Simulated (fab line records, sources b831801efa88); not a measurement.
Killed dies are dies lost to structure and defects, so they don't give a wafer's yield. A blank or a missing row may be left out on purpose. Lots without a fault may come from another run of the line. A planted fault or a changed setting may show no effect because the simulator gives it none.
Chamber matching | flow gf180mcu | GF_V5_CVD_02 on pecvd-03: 3 sister chambers
The step deposits SiO2 from TEOS, target thk 1450 nm, time 163.28 s. 6 wafers are shown with their chamber, then 10 later ones without.

WAFERS WITH THEIR CHAMBER
wafer  | chamber | heater_power_w (W)
L088.5 | 1       | 441
L088.6 | 2       | 514
L089.3 | 2       | 527
L089.4 | 0       | 506
L090.2 | 1       | 548
L090.5 | 0       | 486

WAFERS WITHOUT THEIR CHAMBER
wafer  | heater_power_w (W)
L090.6 | 434
L092.4 | 507
L092.5 | 510
L092.6 | 517
L096.1 | 498
L096.2 | 602
L096.3 | 607
L096.4 | 501
L096.5 | 496
L096.6 | 540

WHICH CHAMBER EACH WENT THROUGH
wafer  | from the rows above          | in truth
L090.6 | can't be placed: 1 or 0 or 2 | 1
L092.4 | can't be placed: 0 or 1 or 2 | 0
L092.5 | can't be placed: 2 or 0 or 1 | 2
L092.6 | can't be placed: 2 or 0 or 1 | 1
L096.1 | can't be placed: 0 or 1 or 2 | 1
L096.2 | can't be placed: 2 or 0 or 1 | 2
L096.3 | can't be placed: 2 or 0 or 1 | 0
L096.4 | can't be placed: 0 or 1 or 2 | 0
L096.5 | can't be placed: 0 or 1 or 2 | 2
L096.6 | can't be placed: 2 or 0 or 1 | 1
Placed correctly: 0 of 10. Can't be placed from these rows: 10 (the true chamber is among the candidates in 10). Placed wrongly: 0.
How it was worked out, from the rows above alone: a wafer's distance from a chamber is the root of the sum, over the readings, of the square of ((its reading less the chamber's mean) divided by the reading's scatter). The wafer belongs to the nearest chamber; if the next one is less than 2 further off, it can't be placed. A chamber's mean is the mean of its shown wafers. The scatter: the root of (the sum of the squares of (reading less its chamber's mean) over the shown wafers, divided by (wafers less chambers)).
